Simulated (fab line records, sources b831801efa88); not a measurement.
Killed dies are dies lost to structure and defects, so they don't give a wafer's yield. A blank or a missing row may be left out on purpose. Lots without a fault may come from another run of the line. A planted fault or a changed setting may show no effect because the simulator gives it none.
fab line records | flow gf180mcu
record lots=5 wafers=15 last_day=34
route steps=602 shown VT_IMPLANT@93
lots that met no fault: from a run of the same line without faults
start_h: hours from the record's first day to the start of the lot's first wafer shown | wait_h: hours since the lot's step before | " the same as in the row above | L1.1+2: a row that stands for several wafers | - no value, or no start given | * or withheld: withheld | < > ~ a bound
route shown NAME@n: a module of which the file shows steps, and the number in the route of the first | usual: mean/standard deviation of fault-free wafers | same: alike in all rows | chamber/n: place in a boat | sites: the reading at each site | _std_site: their standard deviation | _edge_site: outer sites' mean less inner sites' | radius_mm: how far each site lies from the wafer's centre | mask NAME#n: copy n | behind: the tool/chamber that last shaped the wafer | hold: why the lot was held/for how many hours/how that ended | device: the transistor (n, p or np) that didn't switch | end of line: the same wafers' tests at the end of the route | a step without rows: its recipe alone | killed: dies lost to structure and defects at the first sort, not the wafer's yield | map: a wafer's dies, x killed, . not, _ none there
set.NAME: the setting as run; set.NAME@STEP: as run at that earlier step | model.NAME: the simulator's own value behind a step, which no gauge read
lots at some steps of the route; a table a step, a row a wafer
services: from which hour (start_h, from the record's first day; less than 0 if before it) a tool's chamber was out of use, for how many hours, and why
## steps
# step GF_VT_IMPLANT_SOFTBAKE_03
# recipe temp_c=90 time_s=60 resist=NOVOLAK
# usual exhaust_pa=44.9/0.89
# columns lot.wafer tool chamber start_h wait_h exhaust_pa
L075.3 litho_track-02 0 106.61 0.1 46.1
L075.4 " 0 " " 45.6
L075.5 " 0 " " 45.3
L076.2 litho_track-04 0 114.63 0.1 45.0
L076.5 " 0 " " 46.0
L076.6 " 0 " " 45.4
L085.2 litho_track-04 0 177.83 0.1 43.7
L085.4 " 0 " " 44.0
L085.5 " 0 " " 44.3
L088.2 litho_track-03 0 193.23 0.1 45.3
L088.4 " 0 " " 46.1
L088.5 " 0 " " 45.8
L096.1 litho_track-02 0 238.66 0.1 46.0
L096.3 " 0 " " 45.8
L096.6 " 0 " " 44.8
# step GF_VT_IMPLANT_EXPOSE_04
# recipe mask_id=LVPWELL_LV_AREA target_cd_nm=600 na=0.6 source_shape=conventional sigma_outer=0.6 dose_mj=140
# same na=0.6
# columns lot.wafer tool chamber start_h wait_h mask
L075.3+4+5 iline_stepper-02 0 - - LVPWELL_LV_AREA#0
L076.2+5+6 iline_stepper-02 0 - - LVPWELL_LV_AREA#0
L085.2+4+5 iline_stepper-02 0 - - LVPWELL_LV_AREA#0
L088.2+4+5 iline_stepper-01 0 - - LVPWELL_LV_AREA#0
L096.1+3+6 iline_stepper-01 0 - - LVPWELL_LV_AREA#0
# step GF_VT_IMPLANT_PEB_05
# recipe temp_c=withheld time_s=* resist=NOVOLAK
# usual exhaust_pa=44.9/0.88
# columns lot.wafer tool chamber start_h wait_h exhaust_pa
L075.3 litho_track-04 0 - - 45.9
L075.4 " 0 " " 45.8
L075.5 " 0 " " 46.6
L076.2 litho_track-02 0 - - 43.6
L076.5 " 0 " " 43.3
L076.6 " 0 " " 46.1
L085.2 litho_track-04 0 - - 45.6
L085.4 " 0 " " 46.7
L085.5 " 0 " " 46.1
L088.2 litho_track-02 0 - - 45.2
L088.4 " 0 " " 44.8
L088.5 " 0 " " 44.9
L096.1 litho_track-04 0 - - 44.4
L096.3 " 0 " " 44.7
L096.6 " 0 " " 43.5
# step GF_VT_IMPLANT_DEVELOP_06
# recipe develop_time_s=60 dev_temp_c=23
# usual exhaust_pa=45.0/0.77
# columns lot.wafer tool chamber start_h wait_h exhaust_pa
L075.3 litho_track-04 0 112.81 0.1 45.5
L075.4 " 0 " " 44.7
L075.5 " 0 " " 43.6
L076.2 litho_track-02 0 121.34 0.1 44.6
L076.5 " 0 " " 45.3
L076.6 " 0 " " 45.4
L085.2 litho_track-04 0 185.83 0.1 44.8
L085.4 " 0 " " 45.0
L085.5 " 0 " " 45.2
L088.2 litho_track-02 0 201.94 0.1 44.3
L088.4 " 0 " " 44.7
L088.5 " 0 " " 45.3
L096.1 litho_track-04 0 247.16 0.1 46.9
L096.3 " 0 " " 46.0
L096.6 " 0 " " 45.5
# step GF_VT_IMPLANT_OVL_MEAS_07
# usual VT_IMPLANT_OVL=0.4/1.3
# columns lot.wafer tool chamber start_h wait_h VT_IMPLANT_OVL[nm]
L075.3 overlay-02 - 112.92 0.1 0.4
L075.4 " - " " 2.1
L075.5 " - " " -0.8
L076.2 overlay-02 - 121.47 0.1 -3.0
L076.5 " - " " -0.7
L076.6 " - " " -0.6
L085.2 overlay-02 - 185.96 0.1 0.8
L085.4 " - " " 1.4
L085.5 " - " " 2.1
L088.2 overlay-02 - 202.07 0.1 0.4
L088.4 " - " " -0.9
L088.5 " - " " -1.3
L096.1 overlay-02 - 247.31 0.1 -1.7
L096.3 " - " " -0.4
L096.6 " - " " -0.1
# step GF_VT_IMPLANT_IMPLANT_08
# recipe species=BF2 energy_kev=20 dose_cm2=8.29e+12 tilt_deg=7
# columns lot.wafer tool chamber start_h wait_h
L075.3+4+5 implanter-02 0 112.99 0.1
L076.2+5+6 implanter-02 0 121.52 0.0
L085.2+4+5 implanter-02 0 186.02 0.0
L088.2+4+5 implanter-02 0 202.12 0.0
L096.1+3+6 implanter-02 0 247.34 0.0
# step GF_VT_IMPLANT_STRIP_09
# recipe chemistry=O2/N2 power_w=1400 pressure_mtorr=1500 platen_temp_c=250 o2_flow_sccm=3000 n2_flow_sccm=300 overash_fraction=0.5
# usual drypump_motor_current_A=5.6/0.41 heater_power_w=339/20 oes_product_au=0.716/0.0045 strip_time_to_endpoint_s=12.63/0.039
# columns lot.wafer tool chamber start_h wait_h drypump_motor_current_A heater_power_w oes_product_au rf_hours_counter_h strip_time_to_endpoint_s
L075.3 plasma_asher-01 0 113.13 0.1 5.6 353 0.714 - 12.59
L075.4 " 1 " " 6.1 353 0.712 - 12.62
L075.5 " 0 " " 5.6 345 0.712 - 12.58
L076.2 plasma_asher-01 1 121.65 0.1 6.1 345 0.721 31 12.63
L076.5 " 0 " " 5.6 345 0.713 - 12.64
L076.6 " 1 " " 6.1 343 0.715 - 12.64
L085.2 plasma_asher-01 0 186.14 0.1 5.6 336 0.714 38 12.62
L085.4 " 0 " " 5.6 346 0.717 - 12.62
L085.5 " 0 " " 5.6 339 0.714 - 12.58
L088.2 plasma_asher-01 0 202.25 0.1 5.6 352 0.718 39 12.66
L088.4 " 1 " " 6.1 347 0.717 - 12.64
L088.5 " 0 " " 5.6 342 0.714 - 12.68
L096.1 plasma_asher-03 0 247.49 0.1 4.6 317 0.716 13 12.60
L096.3 " 0 " " 4.6 311 0.713 - 12.60
L096.6 " 0 " " 4.6 314 0.720 - 12.60
# step GF_VT_IMPLANT_TW_MEAS_10
# usual VT_IMPLANT_TW=559/5.4
# columns lot.wafer tool chamber start_h wait_h VT_IMPLANT_TW
L075.3 film_metro-02 - 113.21 0.1 554
L075.4 " - " " 553
L075.5 " - " " 556
L076.2 film_metro-02 - 121.76 0.1 558
L076.5 " - " " 556
L076.6 " - " " 556
L085.2 film_metro-04 - 186.25 0.1 556
L085.4 " - " " 555
L085.5 " - " " 556
L088.2 film_metro-03 - 202.36 0.1 567
L088.4 " - " " 564
L088.5 " - " " 566
L096.1 film_metro-04 - 247.59 0.1 558
L096.3 " - " " 558
L096.6 " - " " 559
# step GF_VT_IMPLANT_DEHYDRATE_11
# recipe temp_c=200 time_s=60
# usual exhaust_pa=45.1/0.87
# columns lot.wafer tool chamber start_h wait_h exhaust_pa
L075.3 litho_track-02 0 119.71 6.5 45.8
L075.4 " 0 " " 45.6
L075.5 " 0 " " 46.9
L076.2 litho_track-04 0 128.48 6.7 45.1
L076.5 " 0 " " 45.4
L076.6 " 0 " " 46.2
L085.2 litho_track-03 0 193.38 7.1 44.5
L085.4 " 0 " " 43.8
L085.5 " 0 " " 45.6
L088.2 litho_track-03 0 210.58 8.2 43.8
L088.4 " 0 " " 45.1
L088.5 " 0 " " 44.2
L096.1 litho_track-03 0 256.26 8.7 45.5
L096.3 " 0 " " 45.8
L096.6 " 0 " " 47.4
# step GF_VT_IMPLANT_HMDS_12
# recipe prime_time_s=60 prime_temp_c=120
# usual exhaust_pa=44.9/0.9
# columns lot.wafer tool chamber start_h wait_h exhaust_pa
L075.3 litho_track-02 0 119.86 0.1 46.8
L075.4 " 0 " " 46.4
L075.5 " 0 " " 46.5
L076.2 litho_track-04 0 128.63 0.1 45.0
L076.5 " 0 " " 45.0
L076.6 " 0 " " 46.2
L085.2 litho_track-03 0 193.53 0.1 44.7
L085.4 " 0 " " 46.2
L085.5 " 0 " " 45.5
L088.2 litho_track-03 0 210.73 0.1 45.2
L088.4 " 0 " " 45.7
L088.5 " 0 " " 45.3
L096.1 litho_track-03 0 256.41 0.1 46.8
L096.3 " 0 " " 45.9
L096.6 " 0 " " 46.1
# step GF_VT_IMPLANT_COAT_13
# recipe resist=NOVOLAK spin_rpm=3000 resist_thk_nm=993.9
# usual exhaust_pa=45.0/0.88
# columns lot.wafer tool chamber start_h wait_h exhaust_pa
L075.3 litho_track-02 0 120.01 0.1 44.0
L075.4 " 0 " " 45.1
L075.5 " 0 " " 44.9
L076.2 litho_track-04 0 128.78 0.1 45.6
L076.5 " 0 " " 44.9
L076.6 " 0 " " 44.1
L085.2 litho_track-03 0 193.68 0.1 44.3
L085.4 " 0 " " 44.3
L085.5 " 0 " " 44.2
L088.2 litho_track-03 0 210.88 0.1 45.4
L088.4 " 0 " " 46.9
L088.5 " 0 " " 43.3
L096.1 litho_track-03 0 256.56 0.1 44.6
L096.3 " 0 " " 44.3
L096.6 " 0 " " 44.7
# step GF_VT_IMPLANT_SOFTBAKE_14
# recipe temp_c=90 time_s=60 resist=NOVOLAK
# usual exhaust_pa=45.0/0.94
# columns lot.wafer tool chamber start_h wait_h exhaust_pa
L075.3 litho_track-02 0 120.16 0.1 45.3
L075.4 " 0 " " 46.1
L075.5 " 0 " " 46.4
L076.2 litho_track-04 0 128.93 0.1 44.3
L076.5 " 0 " " 44.2
L076.6 " 0 " " 44.2
L085.2 litho_track-03 0 193.83 0.1 43.1
L085.4 " 0 " " 44.7
L085.5 " 0 " " 44.0
L088.2 litho_track-03 0 211.03 0.1 45.1
L088.4 " 0 " " 45.6
L088.5 " 0 " " 45.2
L096.1 litho_track-03 0 256.71 0.1 45.4
L096.3 " 0 " " 46.3
L096.6 " 0 " " 45.6
# step GF_VT_IMPLANT_EXPOSE_15
# recipe mask_id=Nwell_LV_AREA target_cd_nm=860 na=0.6 source_shape=conventional sigma_outer=0.6 dose_mj=140
# same na=0.6
# columns lot.wafer tool chamber start_h wait_h mask
L075.3+4+5 iline_stepper-01 0 - - Nwell_LV_AREA#0
L076.2+5+6 iline_stepper-01 0 - - Nwell_LV_AREA#0
L085.2+4+5 iline_stepper-01 0 - - Nwell_LV_AREA#0
L088.2+4+5 iline_stepper-01 0 - - Nwell_LV_AREA#0
L096.1+3+6 iline_stepper-02 0 - - Nwell_LV_AREA#0
# step GF_VT_IMPLANT_PEB_16
# recipe temp_c=withheld time_s=* resist=NOVOLAK
# usual exhaust_pa=44.8/1
# columns lot.wafer tool chamber start_h wait_h exhaust_pa
L075.3 litho_track-02 0 - - 43.9
L075.4 " 0 " " 44.2
L075.5 " 0 " " 43.5
L076.2 litho_track-04 0 - - 45.3
L076.5 " 0 " " 46.1
L076.6 " 0 " " 46.1
L085.2 litho_track-02 0 - - 46.0
L085.4 " 0 " " 46.5
L085.5 " 0 " " 45.6
L088.2 litho_track-03 0 - - 43.6
L088.4 " 0 " " 43.0
L088.5 " 0 " " 44.8
L096.1 litho_track-03 0 - - 45.0
L096.3 " 0 " " 44.7
L096.6 " 0 " " 46.1
# step GF_VT_IMPLANT_DEVELOP_17
# recipe develop_time_s=60 dev_temp_c=23
# usual exhaust_pa=45.0/0.92
# columns lot.wafer tool chamber start_h wait_h exhaust_pa
L075.3 litho_track-02 0 127.11 0.1 43.7
L075.4 " 0 " " 44.8
L075.5 " 0 " " 44.8
L076.2 litho_track-04 0 136.08 0.1 47.3
L076.5 " 0 " " 44.7
L076.6 " 0 " " 46.0
L085.2 litho_track-02 0 202.24 0.1 44.6
L085.4 " 0 " " 44.5
L085.5 " 0 " " 45.5
L088.2 litho_track-03 0 219.68 0.1 43.7
L088.4 " 0 " " 44.0
L088.5 " 0 " " 45.1
L096.1 litho_track-03 0 265.91 0.1 45.6
L096.3 " 0 " " 46.3
L096.6 " 0 " " 45.7
# step GF_VT_IMPLANT_OVL_MEAS_18
# usual VT_IMPLANT_01_OVL=-0.2/1.3
# columns lot.wafer tool chamber start_h wait_h VT_IMPLANT_01_OVL[nm]
L075.3 overlay-02 - 127.23 0.1 1.6
L075.4 " - " " 1.1
L075.5 " - " " 0.1
L076.2 overlay-01 - 136.21 0.1 -0.4
L076.5 " - " " -0.3
L076.6 " - " " -2.1
L085.2 overlay-02 - 202.37 0.1 1.3
L085.4 " - " " 1.8
L085.5 " - " " 2.5
L088.2 overlay-01 - 219.81 0.1 0.7
L088.4 " - " " 1.1
L088.5 " - " " 0.6
L096.1 overlay-02 - 266.06 0.1 -3.3
L096.3 " - " " -1.0
L096.6 " - " " 1.2
# step GF_VT_IMPLANT_IMPLANT_19
# recipe species=As energy_kev=100 dose_cm2=4.35e+12 tilt_deg=7
# columns lot.wafer tool chamber start_h wait_h
L075.3+4+5 implanter-04 0 127.30 0.1
L076.2+5+6 implanter-01 0 136.27 0.0
L085.2+4+5 implanter-01 0 202.42 0.0
L088.2+4+5 implanter-04 0 219.87 0.0
L096.1+3+6 implanter-02 0 266.09 0.0
# step GF_VT_IMPLANT_STRIP_20
# recipe chemistry=O2/N2 power_w=1400 pressure_mtorr=1500 platen_temp_c=250 o2_flow_sccm=3000 n2_flow_sccm=300 overash_fraction=0.5
# usual drypump_motor_current_A=5.4/0.5 heater_power_w=333/20 oes_product_au=0.715/0.0039 strip_time_to_endpoint_s=12.58/0.045
# columns lot.wafer tool chamber start_h wait_h drypump_motor_current_A heater_power_w oes_product_au rf_hours_counter_h strip_time_to_endpoint_s
L075.3 plasma_asher-02 0 127.43 0.1 5.3 369 0.727 - 12.57
L075.4 " 1 " " 6.0 311 0.718 - 12.59
L075.5 " 1 " " 5.9 319 0.712 - 12.60
L076.2 plasma_asher-02 0 136.39 0.1 5.3 375 0.715 43 12.60
L076.5 " 1 " " 6.0 318 0.719 - 12.62
L076.6 " 0 " " 5.3 368 0.712 - 12.59
L085.2 plasma_asher-03 0 202.55 0.1 4.7 321 0.708 9 12.61
L085.4 " 0 " " 4.6 318 0.720 - 12.66
L085.5 " 0 " " 4.7 309 0.719 - 12.66
L088.2 plasma_asher-01 0 219.99 0.1 5.6 332 0.721 41 12.57
L088.4 " 1 " " 6.1 352 0.709 - 12.62
L088.5 " 0 " " 5.6 343 0.710 - 12.62
L096.1 plasma_asher-02 0 266.24 0.1 5.2 370 0.716 57 12.59
L096.3 " 1 " " 5.9 311 0.707 - 12.62
L096.6 " 0 " " 5.2 372 0.713 - 12.68
# step GF_VT_IMPLANT_TW_MEAS_21
# usual VT_IMPLANT_2_TW=1204/9.7
# columns lot.wafer tool chamber start_h wait_h VT_IMPLANT_2_TW
L075.3 film_metro-04 - 127.52 0.1 1211
L075.4 " - " " 1206
L075.5 " - " " 1197
L076.2 film_metro-04 - 136.50 0.1 1206
L076.5 " - " " 1208
L076.6 " - " " 1205
L085.2 film_metro-04 - 202.66 0.1 1213
L085.4 " - " " 1209
L085.5 " - " " 1210
L088.2 film_metro-02 - 220.10 0.1 1193
L088.4 " - " " 1200
L088.5 " - " " 1193
L096.1 film_metro-04 - 266.34 0.1 1196
L096.3 " - " " 1205
L096.6 " - " " 1203
# step GF_VT_IMPLANT_DEHYDRATE_22
# recipe temp_c=200 time_s=60
# usual exhaust_pa=44.9/0.79
# columns lot.wafer tool chamber start_h wait_h exhaust_pa
L075.3 litho_track-02 0 134.41 6.9 43.4
L075.4 " 0 " " 44.1
L075.5 " 0 " " 46.2
L076.2 litho_track-02 0 143.09 6.6 44.9
L076.5 " 0 " " 44.5
L076.6 " 0 " " 45.1
L085.2 litho_track-02 0 210.99 8.3 45.0
L085.4 " 0 " " 46.2
L085.5 " 0 " " 46.1
L088.2 litho_track-04 0 227.73 7.6 44.3
L088.4 " 0 " " 45.5
L088.5 " 0 " " 45.1
L096.1 litho_track-03 0 275.41 9.1 45.8
L096.3 " 0 " " 45.5
L096.6 " 0 " " 46.2
# step GF_VT_IMPLANT_HMDS_23
# recipe prime_time_s=60 prime_temp_c=120
# usual exhaust_pa=45.0/0.97
# columns lot.wafer tool chamber start_h wait_h exhaust_pa
L075.3 litho_track-02 0 134.56 0.1 46.6
L075.4 " 0 " " 46.4
L075.5 " 0 " " 46.1
L076.2 litho_track-02 0 143.24 0.1 44.6
L076.5 " 0 " " 43.5
L076.6 " 0 " " 43.2
L085.2 litho_track-02 0 211.14 0.1 46.4
L085.4 " 0 " " 45.9
L085.5 " 0 " " 46.1
L088.2 litho_track-04 0 227.88 0.1 44.4
L088.4 " 0 " " 44.0
L088.5 " 0 " " 45.1
L096.1 litho_track-03 0 275.56 0.1 44.2
L096.3 " 0 " " 45.4
L096.6 " 0 " " 44.6
# step GF_VT_IMPLANT_COAT_24
# recipe resist=NOVOLAK spin_rpm=3000 resist_thk_nm=1000
# usual exhaust_pa=45.2/0.9
# columns lot.wafer tool chamber start_h wait_h exhaust_pa
L075.3 litho_track-02 0 134.71 0.1 45.1
L075.4 " 0 " " 45.2
L075.5 " 0 " " 44.7
L076.2 litho_track-02 0 143.39 0.1 45.1
L076.5 " 0 " " 45.6
L076.6 " 0 " " 43.7
L085.2 litho_track-02 0 211.29 0.1 45.6
L085.4 " 0 " " 44.9
L085.5 " 0 " " 44.5
L088.2 litho_track-04 0 228.03 0.1 45.6
L088.4 " 0 " " 45.7
L088.5 " 0 " " 45.0
L096.1 litho_track-03 0 275.71 0.1 43.8
L096.3 " 0 " " 45.8
L096.6 " 0 " " 44.2
## services
# columns tool chamber start_h hours kind
implanter-02 - 84.93 2.9 repair
iline_stepper-01 - 94.48 2.1 pm
iline_stepper-01 - 96.56 - consumable_replace:lamp
implanter-01 - 108.33 19.7 pm
plasma_asher-03 - 108.75 9.0 pm
plasma_asher-01 - 123.77 2.8 pm
iline_stepper-02 0 148.05 - calibration
implanter-02 - 164.08 2.5 repair
plasma_asher-03 - 164.94 0.5 repair
iline_stepper-02 - 167.66 7.3 repair
plasma_asher-03 - 182.87 0.6 repair
implanter-02 - 194.51 0.9 repair
implanter-02 - 196.59 2.2 repair
iline_stepper-02 - 204.15 11.6 repair
implanter-04 - 206.77 3.4 repair
implanter-01 - 208.50 2.6 repair
plasma_asher-03 - 224.04 1.9 repair
iline_stepper-01 - 233.81 3.3 repair
implanter-01 - 239.51 0.5 repair
iline_stepper-01 0 242.11 - calibration
implanter-02 - 256.45 2.7 repair
implanter-04 - 258.26 3.8 pm
iline_stepper-01 - 261.10 1.7 pm
plasma_asher-02 - 267.96 10.7 repair
## key
fault none
